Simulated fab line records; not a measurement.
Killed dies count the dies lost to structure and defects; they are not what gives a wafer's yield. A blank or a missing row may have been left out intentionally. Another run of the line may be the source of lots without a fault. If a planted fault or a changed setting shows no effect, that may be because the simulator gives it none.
fab line records	flow gf180mcu
[record] lots = 24	wafers = 72	last-day = 34
route steps=602 shown NSD@246 PSD@255 M1@320 V1@338
lots that met no fault: from a run of the same line without faults
start-h: start of the lot's first displayed wafer, in hours after the record's first day	wait-h: hours from the lot's prior step to this one	" repeats the value in the row above	L1.1+2: several wafers, shown together as one row	- no value present, or no start provided	* or withheld: withheld	< > ~ a bound
route shown NAME@n: names a module that has steps shown in the file, with the first one's number in the route	usual: mean and standard deviation over wafers with no fault	same: alike in all rows	chamber/n: place in a boat	sites: readings site by site	_std_site: the standard deviation of these	_edge_site: inner sites' mean taken away from outer sites' mean	radius-mm: how far each site lies from the wafer's centre	mask NAME#n: copy n	behind: the tool/chamber that last shaped the wafer	hold: what put the lot on hold/how long, in hours/how the hold closed	device: whichever transistor did not switch (one of n, p or np)	end of line: at the end of the route, the tests of the same wafers	a step without rows: its recipe alone	killed: at the first sort, the dies lost to defects and structure; wafer yield is something else	map: a wafer's dies, marking killed ones x, the rest . and places with no die _
set.NAME: the run value of the setting; set.NAME@STEP: its run value at that earlier step	model.NAME: the simulator's own value behind a step, which no gauge read
route steps across a sampled set of lots; one table per step, one row per wafer
services: the hour from which a tool's chamber was out of use, counted from the record's first day as start-h (under 0 if before that day), plus the number of hours and why
[[steps]]
[step GF_NSD_STRIP_11]
[recipe] chemistry = O2/N2	power-w = 1400	pressure-mtorr = 1500	platen-temp-c = 250	o2-flow-sccm = 3000	n2-flow-sccm = 300	overash-fraction = 0.5
[usual] drypump-motor-current-A = 5.9/0.52	heater-power-w = 326/31	oes-product-au = 0.487/0.0042	strip-time-to-endpoint-s = 22.98/0.04
lot.wafer	tool	chamber	start-h	wait-h	drypump-motor-current-A	heater-power-w	oes-product-au	rf-hours-counter-h	strip-time-to-endpoint-s
L074.4	plasma-asher-04	1	290.83	0.1	5.4	370	0.484	-	22.90
L074.5	"	1	"	"	5.4	354	0.488	-	22.94
L074.6	"	0	"	"	6.7	285	0.490	-	22.90
L075.2	plasma-asher-04	1	304.94	0.1	5.4	367	0.485	67	22.98
L075.3	"	1	"	"	5.4	359	0.497	-	22.97
L075.6	"	1	"	"	5.4	362	0.484	-	22.92
L076.1	plasma-asher-04	1	311.84	0.1	5.4	355	0.487	68	22.96
L076.4	"	1	"	"	5.4	367	0.483	-	22.94
L076.5	"	1	"	"	5.4	356	0.490	-	22.93
L077.1	plasma-asher-02	1	316.56	0.1	5.8	323	0.477	21	22.99
L077.3	"	0	"	"	6.2	355	0.488	-	22.99
L077.4	"	1	"	"	5.9	324	0.494	-	22.90
L078.2	plasma-asher-02	0	322.35	0.1	6.2	359	0.492	22	23.02
L078.3	"	1	"	"	5.9	319	0.476	-	23.01
L078.5	"	0	"	"	6.2	359	0.488	-	22.97
L079.1	plasma-asher-04	0	339.80	0.1	6.7	291	0.481	71	22.96
L079.2	"	1	"	"	5.4	358	0.488	71	23.03
L079.3	"	1	"	"	5.4	358	0.484	-	23.01
L080.1	plasma-asher-03	0	342.30	0.1	5.2	294	0.492	71	23.01
L080.2	"	1	"	"	6.2	357	0.488	71	22.98
L080.3	"	1	"	"	6.2	356	0.484	-	22.96
L081.1	plasma-asher-02	1	350.25	0.1	5.8	326	0.485	25	22.98
L081.2	"	0	"	"	6.2	360	0.491	25	22.95
L081.4	"	0	"	"	6.2	353	0.491	-	22.97
L082.1	plasma-asher-03	1	359.90	0.1	6.2	363	0.491	73	22.95
L082.3	"	0	"	"	5.2	274	0.485	-	22.94
L082.6	"	1	"	"	6.2	360	0.489	-	22.93
L083.2	plasma-asher-02	1	369.56	0.1	5.9	323	0.496	27	22.98
L083.5	"	1	"	"	5.9	321	0.481	-	22.96
L083.6	"	0	"	"	6.1	359	0.488	-	22.94
L084.2	plasma-asher-02	1	379.49	0.1	5.9	321	0.485	28	22.95
L084.4	"	1	"	"	5.9	314	0.486	-	23.00
L084.6	"	1	"	"	5.9	322	0.487	-	22.97
L085.1	plasma-asher-03	1	389.35	0.1	6.1	350	0.484	77	23.02
L085.4	"	0	"	"	5.1	276	0.480	-	23.03
L085.6	"	0	"	"	5.1	294	0.491	-	23.06
L086.1	plasma-asher-03	0	392.41	0.1	5.2	286	0.490	77	23.04
L086.2	"	1	"	"	6.2	359	0.487	77	23.03
L086.3	"	1	"	"	6.2	360	0.480	-	23.05
L087.1	plasma-asher-04	1	409.10	0.1	5.4	362	0.493	77	22.96
L087.4	"	1	"	"	5.4	355	0.494	-	22.95
L087.5	"	0	"	"	6.7	283	0.491	-	22.97
L088.1	plasma-asher-03	0	419.40	0.1	5.1	284	0.495	80	22.97
L088.3	"	0	"	"	5.1	282	0.484	-	22.99
L088.4	"	1	"	"	6.2	350	0.495	-	22.95
L089.2	plasma-asher-03	1	424.99	0.1	6.2	351	0.485	81	23.04
L089.4	"	0	"	"	5.2	291	0.486	-	22.99
L089.5	"	1	"	"	6.2	346	0.487	-	22.95
L090.2	plasma-asher-02	0	433.49	0.1	6.2	359	0.490	33	22.96
L090.3	"	0	"	"	6.2	349	0.487	-	22.93
L090.4	"	1	"	"	5.9	321	0.494	-	22.94
L091.3	plasma-asher-03	1	441.53	0.1	6.2	339	0.484	-	22.95
L091.4	"	0	"	"	5.2	279	0.486	-	22.95
L091.5	"	0	"	"	5.1	286	0.490	-	22.97
L092.2	plasma-asher-03	0	454.64	0.1	5.1	286	0.485	84	22.98
L092.3	"	1	"	"	6.2	347	0.493	-	22.98
L092.4	"	0	"	"	5.1	280	0.485	-	22.99
L093.1	plasma-asher-03	1	459.11	0.1	6.2	351	0.487	85	23.02
L093.3	"	0	"	"	5.1	290	0.488	-	23.00
L093.5	"	0	"	"	5.1	285	0.483	-	22.98
L094.1	plasma-asher-02	1	470.26	0.1	5.9	316	0.486	37	23.04
L094.4	"	1	"	"	5.9	310	0.487	-	23.02
L094.5	"	1	"	"	5.9	319	0.492	-	23.04
L095.4	plasma-asher-03	1	475.37	0.1	6.2	350	0.485	-	22.97
L095.5	"	1	"	"	6.2	352	0.485	-	22.95
L095.6	"	0	"	"	5.1	285	0.481	-	23.00
L096.4	plasma-asher-04	1	477.58	0.1	5.4	353	0.485	-	23.00
L096.5	"	0	"	"	6.7	295	0.492	-	23.02
L096.6	"	1	"	"	5.4	350	0.489	-	23.00
L097.1	plasma-asher-04	1	486.45	0.1	5.4	346	0.487	6	22.93
L097.4	"	1	"	"	5.4	349	0.481	-	22.92
L097.5	"	0	"	"	6.7	289	0.483	-	22.89
[step GF_PSD_CD_MEAS_07]
[recipe] target-cd-nm = 400
[usual] cd-nm = 399.8/2
lot.wafer	tool	chamber	start-h	wait-h	cd-nm
L074.4	cd-sem-01	-	311.28	0.1	399.1
L074.5	"	-	"	"	396.3
L074.6	"	-	"	"	396.6
L075.2	cd-sem-01	-	325.81	0.1	399.4
L075.3	"	-	"	"	400.3
L075.6	"	-	"	"	401.0
L076.1	cd-sem-02	-	332.39	0.1	399.6
L076.4	"	-	"	"	400.0
L076.5	"	-	"	"	396.8
L077.1	cd-sem-01	-	337.54	0.1	402.5
L077.3	"	-	"	"	400.9
L077.4	"	-	"	"	400.1
L078.2	cd-sem-01	-	343.29	0.1	401.3
L078.3	"	-	"	"	401.1
L078.5	"	-	"	"	401.0
L079.1	cd-sem-01	-	361.77	0.1	397.7
L079.2	"	-	"	"	397.4
L079.3	"	-	"	"	398.2
L080.1	cd-sem-02	-	363.99	0.1	395.6
L080.2	"	-	"	"	400.2
L080.3	"	-	"	"	395.1
L081.1	cd-sem-01	-	372.34	0.1	401.1
L081.2	"	-	"	"	401.8
L081.4	"	-	"	"	402.7
L082.1	cd-sem-01	-	382.69	0.1	400.1
L082.3	"	-	"	"	400.5
L082.6	"	-	"	"	397.9
L083.2	cd-sem-01	-	392.15	0.1	402.8
L083.5	"	-	"	"	403.8
L083.6	"	-	"	"	403.0
L084.2	cd-sem-02	-	402.61	0.1	401.5
L084.4	"	-	"	"	399.0
L084.6	"	-	"	"	402.9
L085.1	cd-sem-02	-	411.84	0.1	399.2
L085.4	"	-	"	"	400.4
L085.6	"	-	"	"	400.2
L086.1	cd-sem-02	-	415.88	0.1	402.1
L086.2	"	-	"	"	401.8
L086.3	"	-	"	"	402.7
L087.1	cd-sem-01	-	433.54	0.1	398.2
L087.4	"	-	"	"	400.0
L087.5	"	-	"	"	399.5
L088.1	cd-sem-01	-	443.17	0.1	403.2
L088.3	"	-	"	"	400.3
L088.4	"	-	"	"	399.0
L089.2	cd-sem-01	-	449.15	0.1	399.7
L089.4	"	-	"	"	400.5
L089.5	"	-	"	"	400.7
L090.2	cd-sem-01	-	457.61	0.1	397.6
L090.3	"	-	"	"	399.2
L090.4	"	-	"	"	400.2
L091.3	cd-sem-02	-	465.52	0.1	398.6
L091.4	"	-	"	"	399.3
L091.5	"	-	"	"	398.8
L092.2	cd-sem-02	-	478.59	0.1	395.3
L092.3	"	-	"	"	395.8
L092.4	"	-	"	"	395.7
L093.1	cd-sem-01	-	483.49	0.1	401.6
L093.3	"	-	"	"	401.5
L093.5	"	-	"	"	400.7
L094.1	cd-sem-01	-	494.53	0.1	400.5
L094.4	"	-	"	"	399.4
L094.5	"	-	"	"	400.7
L095.4	cd-sem-02	-	499.14	0.1	400.7
L095.5	"	-	"	"	402.0
L095.6	"	-	"	"	404.0
L096.4	cd-sem-02	-	501.20	0.1	399.4
L096.5	"	-	"	"	398.6
L096.6	"	-	"	"	397.6
L097.1	cd-sem-01	-	510.08	0.1	397.6
L097.4	"	-	"	"	397.6
L097.5	"	-	"	"	399.1
[step GF_M1_RS_MEAS_05]
[recipe] thk-meas-gauge = four-point-probe	reads = TiN_of_M1_SPUTTER_04+Ti_of_M1_SPUTTER_03+AlCu_of_M1_SPUTTER_02+TiN_of_M1_SPUTTER_01+Ti_of_M1_SPUTTER_00
[usual] M1_ALCU_RS = 0.0693/0.00074
lot.wafer	tool	chamber	start-h	wait-h	M1_ALCU_RS[ohm/sq]
L074.4	film-metro-02	-	358.23	0.1	0.0701
L074.5	"	-	"	"	0.0707
L074.6	"	-	"	"	0.0706
L075.2	film-metro-01	-	372.91	0.0	0.0683
L075.3	"	-	"	"	0.0701
L075.6	"	-	"	"	0.0688
L076.1	film-metro-01	-	380.34	0.0	0.0697
L076.4	"	-	"	"	0.0689
L076.5	"	-	"	"	0.0690
L077.1	film-metro-02	-	385.85	0.0	0.0705
L077.3	"	-	"	"	0.0702
L077.4	"	-	"	"	0.0708
L078.2	film-metro-01	-	391.18	0.0	0.0687
L078.3	"	-	"	"	0.0699
L078.5	"	-	"	"	0.0698
L079.1	film-metro-01	-	411.32	0.0	0.0693
L079.2	"	-	"	"	0.0692
L079.3	"	-	"	"	0.0699
L080.1	film-metro-04	-	413.23	0.0	0.0689
L080.2	"	-	"	"	0.0674
L080.3	"	-	"	"	0.0683
L081.1	film-metro-04	-	421.92	0.0	0.0693
L081.2	"	-	"	"	0.0693
L081.4	"	-	"	"	0.0691
L082.1	film-metro-02	-	433.12	0.0	0.0685
L082.3	"	-	"	"	0.0681
L082.6	"	-	"	"	0.0680
L083.2	film-metro-04	-	443.49	0.0	0.0698
L083.5	"	-	"	"	0.0693
L083.6	"	-	"	"	0.0701
L084.2	film-metro-01	-	454.77	0.0	0.0700
L084.4	"	-	"	"	0.0700
L084.6	"	-	"	"	0.0696
L085.1	film-metro-04	-	463.80	0.0	0.0687
L085.4	"	-	"	"	0.0690
L085.6	"	-	"	"	0.0695
L086.1	film-metro-01	-	468.40	0.0	0.0695
L086.2	"	-	"	"	0.0697
L086.3	"	-	"	"	0.0703
L087.1	film-metro-02	-	485.42	0.0	0.0687
L087.4	"	-	"	"	0.0691
L087.5	"	-	"	"	0.0696
L088.1	film-metro-04	-	495.47	0.0	0.0701
L088.3	"	-	"	"	0.0694
L088.4	"	-	"	"	0.0698
L089.2	film-metro-01	-	500.51	0.0	0.0702
L089.4	"	-	"	"	0.0700
L089.5	"	-	"	"	0.0703
L090.2	film-metro-02	-	508.94	0.0	0.0692
L090.3	"	-	"	"	0.0702
L090.4	"	-	"	"	0.0698
L091.3	film-metro-04	-	516.99	0.1	0.0696
L091.4	"	-	"	"	0.0697
L091.5	"	-	"	"	0.0700
L092.2	film-metro-02	-	529.85	0.0	0.0683
L092.3	"	-	"	"	0.0682
L092.4	"	-	"	"	0.0684
L093.1	film-metro-04	-	533.77	0.0	0.0685
L093.3	"	-	"	"	0.0689
L093.5	"	-	"	"	0.0686
L094.1	film-metro-01	-	544.17	0.0	0.0682
L094.4	"	-	"	"	0.0696
L094.5	"	-	"	"	0.0692
L095.4	film-metro-02	-	549.13	0.1	0.0693
L095.5	"	-	"	"	0.0700
L095.6	"	-	"	"	0.0702
L096.4	film-metro-01	-	550.24	0.1	0.0698
L096.5	"	-	"	"	0.0690
L096.6	"	-	"	"	0.0688
L097.1	film-metro-02	-	559.16	0.0	0.0684
L097.4	"	-	"	"	0.0678
L097.5	"	-	"	"	0.0686
[step GF_M1_STRIP_17]
[recipe] chemistry = O2/N2	power-w = 1381	pressure-mtorr = 1500	platen-temp-c = 250	o2-flow-sccm = 3000	n2-flow-sccm = 300	overash-fraction = 0.5
[usual] drypump-motor-current-A = 5.9/0.53	heater-power-w = 325/29	oes-product-au = 0.557/0.0049	strip-time-to-endpoint-s = 7.94/0.055
lot.wafer	tool	chamber	start-h	wait-h	drypump-motor-current-A	heater-power-w	oes-product-au	rf-hours-counter-h	strip-time-to-endpoint-s
L074.4	plasma-asher-03	1	380.86	0.1	6.2	355	0.550	-	7.90
L074.5	"	1	"	"	6.2	344	0.556	-	7.98
L074.6	"	0	"	"	5.1	289	0.559	-	7.90
L075.2	plasma-asher-03	0	395.55	0.1	5.1	284	0.556	78	7.95
L075.3	"	0	"	"	5.2	294	0.556	-	7.95
L075.6	"	0	"	"	5.1	292	0.558	-	7.96
L076.1	plasma-asher-04	1	404.07	0.1	5.4	361	0.567	76	8.06
L076.4	"	0	"	"	6.7	291	0.564	-	8.01
L076.5	"	1	"	"	5.4	361	0.554	-	8.05
L077.1	plasma-asher-03	1	409.26	0.1	6.2	343	0.555	79	7.96
L077.3	"	0	"	"	5.1	281	0.556	-	7.96
L077.4	"	1	"	"	6.2	353	0.558	-	7.87
L078.2	plasma-asher-04	1	414.54	0.1	5.4	362	0.560	78	7.91
L078.3	"	0	"	"	6.7	286	0.555	-	7.93
L078.5	"	1	"	"	5.4	363	0.555	-	7.92
L079.1	plasma-asher-04	1	436.01	0.1	5.3	349	0.560	1	7.95
L079.2	"	0	"	"	6.7	283	0.556	1	7.97
L079.3	"	1	"	"	5.3	353	0.554	-	7.91
L080.1	plasma-asher-02	0	437.32	0.1	6.1	353	0.553	33	7.94
L080.2	"	1	"	"	5.9	319	0.554	33	7.98
L080.3	"	0	"	"	6.2	348	0.567	-	8.02
L081.1	plasma-asher-02	0	446.25	0.1	6.2	359	0.551	34	7.95
L081.2	"	1	"	"	5.9	319	0.546	34	7.90
L081.4	"	0	"	"	6.2	347	0.558	-	7.86
L082.1	plasma-asher-03	0	457.72	0.1	5.2	283	0.552	85	7.88
L082.3	"	0	"	"	5.2	287	0.550	-	7.89
L082.6	"	0	"	"	5.2	288	0.562	-	7.86
L083.2	plasma-asher-03	0	468.36	0.1	5.1	288	0.552	86	7.95
L083.5	"	1	"	"	6.2	345	0.556	-	8.01
L083.6	"	0	"	"	5.1	280	0.553	-	7.95
L084.2	plasma-asher-04	1	478.74	0.1	5.4	347	0.548	5	7.82
L084.4	"	0	"	"	6.7	297	0.562	-	7.89
L084.6	"	1	"	"	5.4	354	0.553	-	7.95
L085.1	plasma-asher-03	0	488.30	0.1	5.2	284	0.551	88	7.98
L085.4	"	0	"	"	5.2	281	0.558	-	7.95
L085.6	"	1	"	"	6.2	343	0.553	-	7.96
L086.1	plasma-asher-03	0	492.70	0.1	5.2	291	0.554	89	7.86
L086.2	"	1	"	"	6.2	339	0.562	89	7.97
L086.3	"	0	"	"	5.1	279	0.555	-	7.92
L087.1	plasma-asher-02	0	509.40	0.1	6.2	354	0.561	41	7.97
L087.4	"	1	"	"	5.9	318	0.563	-	7.98
L087.5	"	1	"	"	5.9	324	0.555	-	8.01
L088.1	plasma-asher-02	0	518.95	0.1	6.2	357	0.554	43	7.98
L088.3	"	1	"	"	5.9	326	0.557	-	7.89
L088.4	"	0	"	"	6.2	364	0.561	-	8.00
L089.2	plasma-asher-03	1	524.07	0.1	6.2	348	0.554	93	7.91
L089.4	"	0	"	"	5.1	287	0.549	-	7.88
L089.5	"	0	"	"	5.2	292	0.554	-	7.87
L090.2	plasma-asher-04	0	531.26	0.1	6.7	299	0.566	11	7.93
L090.3	"	0	"	"	6.7	300	0.564	-	8.00
L090.4	"	1	"	"	5.4	348	0.552	-	7.90
L091.3	plasma-asher-02	0	539.93	0.1	6.2	354	0.548	-	7.84
L091.4	"	1	"	"	5.9	327	0.551	-	7.86
L091.5	"	0	"	"	6.2	355	0.549	-	7.85
L092.2	plasma-asher-04	0	552.91	0.1	6.7	291	0.558	13	7.89
L092.3	"	1	"	"	5.4	350	0.555	-	7.89
L092.4	"	0	"	"	6.7	293	0.554	-	7.87
L093.1	plasma-asher-04	0	556.50	0.1	6.7	301	0.558	13	8.03
L093.3	"	0	"	"	6.7	298	0.559	-	8.01
L093.5	"	1	"	"	5.4	354	0.559	-	7.95
L094.1	plasma-asher-02	1	566.56	0.1	5.9	313	0.558	48	7.93
L094.4	"	0	"	"	6.2	347	0.550	-	7.91
L094.5	"	1	"	"	5.8	316	0.556	-	7.91
L095.4	plasma-asher-04	1	571.35	0.1	5.4	339	0.554	-	7.94
L095.5	"	0	"	"	6.7	297	0.552	-	7.90
L095.6	"	1	"	"	5.4	358	0.560	-	7.93
L096.4	plasma-asher-02	1	572.18	0.1	5.9	322	0.561	-	8.01
L096.5	"	1	"	"	5.8	315	0.553	-	8.03
L096.6	"	0	"	"	6.2	352	0.563	-	7.96
L097.1	plasma-asher-03	1	581.22	0.1	6.2	351	0.566	99	8.00
L097.4	"	1	"	"	6.2	351	0.562	-	7.98
L097.5	"	1	"	"	6.2	348	0.573	-	7.95
[step GF_V1_THK_MEAS_03]
[recipe] reads = SiO2_of_V1_CVD_02
[usual] V1_CVD_02_THK = 845/10
lot.wafer	tool	chamber	start-h	wait-h	V1_CVD_02_THK[nm]
L074.4	film-metro-02	-	381.99	0.0	857
L074.5	"	-	"	"	851
L074.6	"	-	"	"	843
L075.2	film-metro-01	-	396.34	0.0	841
L075.3	"	-	"	"	823
L075.6	"	-	"	"	839
L076.1	film-metro-01	-	404.83	0.0	840
L076.4	"	-	"	"	842
L076.5	"	-	"	"	853
L077.1	film-metro-03	-	410.09	0.1	835
L077.3	"	-	"	"	837
L077.4	"	-	"	"	826
L078.2	film-metro-01	-	415.31	0.0	828
L078.3	"	-	"	"	821
L078.5	"	-	"	"	857
L079.1	film-metro-03	-	436.74	0.0	839
L079.2	"	-	"	"	824
L079.3	"	-	"	"	826
L080.1	film-metro-01	-	438.09	0.0	836
L080.2	"	-	"	"	843
L080.3	"	-	"	"	841
L081.1	film-metro-02	-	446.99	0.0	829
L081.2	"	-	"	"	843
L081.4	"	-	"	"	844
L082.1	film-metro-03	-	458.45	0.0	831
L082.3	"	-	"	"	837
L082.6	"	-	"	"	847
L083.2	film-metro-01	-	469.14	0.1	836
L083.5	"	-	"	"	851
L083.6	"	-	"	"	857
L084.2	film-metro-03	-	479.48	0.0	838
L084.4	"	-	"	"	858
L084.6	"	-	"	"	851
L085.1	film-metro-03	-	489.04	0.0	845
L085.4	"	-	"	"	851
L085.6	"	-	"	"	860
L086.1	film-metro-03	-	493.44	0.0	850
L086.2	"	-	"	"	853
L086.3	"	-	"	"	837
L087.1	film-metro-01	-	510.14	0.0	843
L087.4	"	-	"	"	850
L087.5	"	-	"	"	833
L088.1	film-metro-01	-	519.71	0.0	844
L088.3	"	-	"	"	834
L088.4	"	-	"	"	853
L089.2	film-metro-03	-	524.81	0.0	843
L089.4	"	-	"	"	840
L089.5	"	-	"	"	850
L090.2	film-metro-01	-	532.00	0.0	837
L090.3	"	-	"	"	850
L090.4	"	-	"	"	859
L091.3	film-metro-03	-	540.66	0.1	849
L091.4	"	-	"	"	865
L091.5	"	-	"	"	863
L092.2	film-metro-01	-	553.65	0.0	846
L092.3	"	-	"	"	832
L092.4	"	-	"	"	845
L093.1	film-metro-03	-	557.27	0.0	858
L093.3	"	-	"	"	840
L093.5	"	-	"	"	855
L094.1	film-metro-02	-	567.37	0.0	841
L094.4	"	-	"	"	854
L094.5	"	-	"	"	859
L095.4	film-metro-03	-	572.12	0.0	846
L095.5	"	-	"	"	850
L095.6	"	-	"	"	837
L096.4	film-metro-01	-	572.91	0.0	843
L096.5	"	-	"	"	852
L096.6	"	-	"	"	860
L097.1	film-metro-02	-	581.95	0.0	837
L097.4	"	-	"	"	859
L097.5	"	-	"	"	852
[step GF_V1_SPUTTER_21]
[recipe] material = Ti	target-thk-nm = 15	chamber-pressure-pa = 5	power-w = 2500	substrate-temp-c = 200	time-s = 80.02
[usual] cathode-dc-power-W = 2500.0/0.54	chamber-pressure-pa = 5.000/0.01	throttle-valve-pct = 30.1/1
lot.wafer	tool	chamber	start-h	wait-h	cathode-dc-power-W	chamber-pressure-pa	throttle-valve-pct
L074.4	pvd-sputter-02	-	405.76	0.0	2499.2	4.996	30.7
L074.5	"	-	"	"	2499.9	5.001	29.2
L074.6	"	-	"	"	2499.8	5.000	29.8
L075.2	pvd-sputter-01	-	420.70	0.0	2499.8	5.005	31.6
L075.3	"	-	"	"	2499.1	5.002	29.6
L075.6	"	-	"	"	2500.3	5.021	30.3
L076.1	pvd-sputter-03	-	429.56	0.0	2500.2	5.009	29.7
L076.4	"	-	"	"	2501.2	5.001	29.2
L076.5	"	-	"	"	2500.1	4.992	31.8
L077.1	pvd-sputter-02	-	435.91	0.0	2500.1	5.011	28.9
L077.3	"	-	"	"	2500.1	4.970	29.9
L077.4	"	-	"	"	2499.2	5.010	29.4
L078.2	pvd-sputter-02	-	440.45	0.0	2500.0	5.011	29.5
L078.3	"	-	"	"	2498.3	5.018	29.1
L078.5	"	-	"	"	2499.4	5.007	29.6
L079.1	pvd-sputter-03	-	461.36	0.0	2500.5	4.994	29.7
L079.2	"	-	"	"	2499.3	5.008	30.1
L079.3	"	-	"	"	2499.7	5.005	31.8
L080.1	pvd-sputter-02	-	464.05	0.0	2500.2	5.004	29.6
L080.2	"	-	"	"	2500.0	4.988	29.7
L080.3	"	-	"	"	2500.6	4.991	28.5
L081.1	pvd-sputter-02	-	472.86	0.0	2500.1	4.996	30.6
L081.2	"	-	"	"	2499.2	5.003	29.9
L081.4	"	-	"	"	2500.5	4.990	29.5
L082.1	pvd-sputter-03	-	484.10	0.0	2499.9	4.992	29.2
L082.3	"	-	"	"	2499.2	5.013	30.0
L082.6	"	-	"	"	2500.1	4.996	29.3
L083.2	pvd-sputter-02	-	494.39	0.0	2500.0	4.980	29.0
L083.5	"	-	"	"	2500.2	4.998	30.4
L083.6	"	-	"	"	2501.1	4.998	29.8
L084.2	pvd-sputter-02	-	504.10	0.0	2500.7	5.002	29.9
L084.4	"	-	"	"	2499.4	4.990	28.9
L084.6	"	-	"	"	2499.8	5.017	29.9
L085.1	pvd-sputter-02	-	514.45	0.0	2500.1	4.991	29.3
L085.4	"	-	"	"	2499.9	4.991	30.7
L085.6	"	-	"	"	2499.7	4.995	29.8
L086.1	pvd-sputter-01	-	518.03	0.0	2500.7	5.008	31.7
L086.2	"	-	"	"	2500.3	4.999	32.4
L086.3	"	-	"	"	2500.1	4.995	29.5
L087.1	pvd-sputter-03	-	534.76	0.0	2499.4	5.001	29.0
L087.4	"	-	"	"	2499.6	5.008	30.1
L087.5	"	-	"	"	2499.7	5.013	30.2
L088.1	pvd-sputter-03	-	543.85	0.0	2500.3	4.981	31.8
L088.3	"	-	"	"	2499.7	5.007	30.3
L088.4	"	-	"	"	2500.0	5.003	29.0
L089.2	pvd-sputter-01	-	548.90	0.0	2499.9	5.009	29.6
L089.4	"	-	"	"	2500.6	4.991	32.3
L089.5	"	-	"	"	2499.9	4.997	31.7
L090.2	pvd-sputter-02	-	555.24	0.0	2499.7	4.996	30.7
L090.3	"	-	"	"	2499.7	4.997	29.1
L090.4	"	-	"	"	2500.3	4.994	29.0
L091.3	pvd-sputter-01	-	564.07	0.0	2500.1	4.997	29.3
L091.4	"	-	"	"	2499.5	5.001	32.5
L091.5	"	-	"	"	2500.4	5.006	31.6
L092.2	pvd-sputter-02	-	577.31	0.0	2499.2	4.994	29.7
L092.3	"	-	"	"	2499.4	4.999	29.4
L092.4	"	-	"	"	2498.9	5.008	29.2
L093.1	pvd-sputter-02	-	580.66	0.0	2500.5	5.011	29.7
L093.3	"	-	"	"	2500.2	4.988	30.9
L093.5	"	-	"	"	2500.9	5.007	29.7
L094.1	pvd-sputter-02	-	590.11	0.0	2499.4	5.002	29.2
L094.4	"	-	"	"	2499.1	5.008	29.4
L094.5	"	-	"	"	2499.8	4.997	29.1
L095.4	pvd-sputter-03	-	594.37	0.0	2499.0	5.016	31.9
L095.5	"	-	"	"	2500.4	4.989	29.9
L095.6	"	-	"	"	2500.3	5.001	28.9
L096.4	pvd-sputter-03	-	595.72	0.0	2499.7	5.003	29.4
L096.5	"	-	"	"	2500.2	5.003	29.8
L096.6	"	-	"	"	2499.0	5.009	32.1
L097.1	pvd-sputter-02	-	604.59	0.0	2500.1	5.001	29.7
L097.4	"	-	"	"	2500.8	4.996	29.5
L097.5	"	-	"	"	2500.1	5.003	29.1
[[services]]
tool	chamber	start-h	hours	kind
plasma-asher-03	-	304.91	2.4	repair
plasma-asher-04	-	320.87	1.2	repair
plasma-asher-04	-	330.94	2.8	pm
pvd-sputter-02	-	336.81	1.7	repair
plasma-asher-04	-	362.87	14.6	pm
pvd-sputter-02	-	365.24	3.1	repair
pvd-sputter-01	-	369.04	2.6	repair
plasma-asher-02	-	384.33	14.6	pm
pvd-sputter-03	-	399.16	8.1	repair
pvd-sputter-01	-	414.27	3.9	repair
plasma-asher-04	-	421.25	9.0	pm
plasma-asher-04	0	421.25	9.0	vent-cycle
plasma-asher-04	1	421.25	9.0	vent-cycle
plasma-asher-04	0	430.25	-	clean
plasma-asher-04	1	430.25	-	clean
pvd-sputter-03	-	434.39	8.3	repair
pvd-sputter-03	-	439.50	8.5	repair
pvd-sputter-01	-	460.43	3.0	repair
plasma-asher-02	-	480.00	2.8	pm
plasma-asher-03	-	508.65	1.4	repair
plasma-asher-02	-	557.39	0.8	repair
plasma-asher-02	-	561.91	1.3	repair
pvd-sputter-03	2	581.52	-	consumable-replace:kit
pvd-sputter-03	2	581.52	18.0	scheduled-down
[[key]]
fault none
